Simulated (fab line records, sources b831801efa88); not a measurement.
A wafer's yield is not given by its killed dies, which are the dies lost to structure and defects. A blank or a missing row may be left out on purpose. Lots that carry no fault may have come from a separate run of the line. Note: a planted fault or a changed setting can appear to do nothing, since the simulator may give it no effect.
Which tool is to blame? + flow gf180mcu + route of 602 steps, sampled at 1 step: 15 lots, 45 wafers

## WHAT THE GAUGES READ, wafer by wafer
GF_CONTACT_BOW_MEAS_05.
| lot  | measured     | on            | CONTACT_BOW (um) |
|------|--------------|---------------|------------------|
| L992 | day 15 20:14 | film_metro-03 | 75 74 61         |
| L993 | day 16 01:37 | film_metro-02 | 67 52 66         |
| L994 | day 16 20:58 | film_metro-03 | 68 64 67         |
| L995 | day 17 05:56 | film_metro-02 | 62 62 73         |
| L100 | day 18 21:44 | film_metro-02 | 75 64 69         |
| L101 | day 19 14:07 | film_metro-01 | 70 52 67         |
| L102 | day 19 17:35 | film_metro-03 | 61 75 75         |
| L104 | day 20 10:58 | film_metro-02 | 52 61 62         |
| L105 | day 20 21:00 | film_metro-01 | 71 70 62         |
| L107 | day 21 10:46 | film_metro-01 | 69 66 77         |
| L109 | day 22 06:28 | film_metro-01 | 65 66 61         |
| L110 | day 22 13:43 | film_metro-03 | 69 73 70         |
| L111 | day 22 22:16 | film_metro-02 | 67 67 62         |
| L112 | day 23 04:55 | film_metro-02 | 74 66 64         |
| L113 | day 24 03:28 | film_metro-03 | 77 61 64         |

## TOOL THAT RAN EACH LOT (tool first, then ch and the chambers of the sampled wafers, then the start)
The record shows no process step preceding these readings.

## AS READ BY THE TOOLS THEMSELVES (means over the sampled wafers that have a number; for cases with no such wafer, the mark the record gives instead)
The record holds no such reading with a usual standard deviation.

## THE ANSWER, worked out from the rows above alone
Rule: what is usual is taken from the lots themselves. Put in order of their means at a reading, lots are off if they are a third of the lots or fewer, leave a main group of 4 or more, and stand apart from it by a gap of 3 or more times the standard deviation of the main group's means; of several such gaps the widest counts. The tables above print the reading to a certain number of digits; a main group whose means all agree to those digits is not used. Also off: a lot with no number at a reading for which 4 or more lots have one. All remaining lots with rows at the step are treated as sound. After the gauges, taken in route order, come the tools' own readings; for these a lot's mean is taken, as printed above. The first step at which some lot is off is used, and at that step the reading that is off furthest; a lot without a number counts as furthest.
No lot is off at any reading shown: from this, nothing can be told.

## WHAT WAS PUT IN BY THE SIMULATOR
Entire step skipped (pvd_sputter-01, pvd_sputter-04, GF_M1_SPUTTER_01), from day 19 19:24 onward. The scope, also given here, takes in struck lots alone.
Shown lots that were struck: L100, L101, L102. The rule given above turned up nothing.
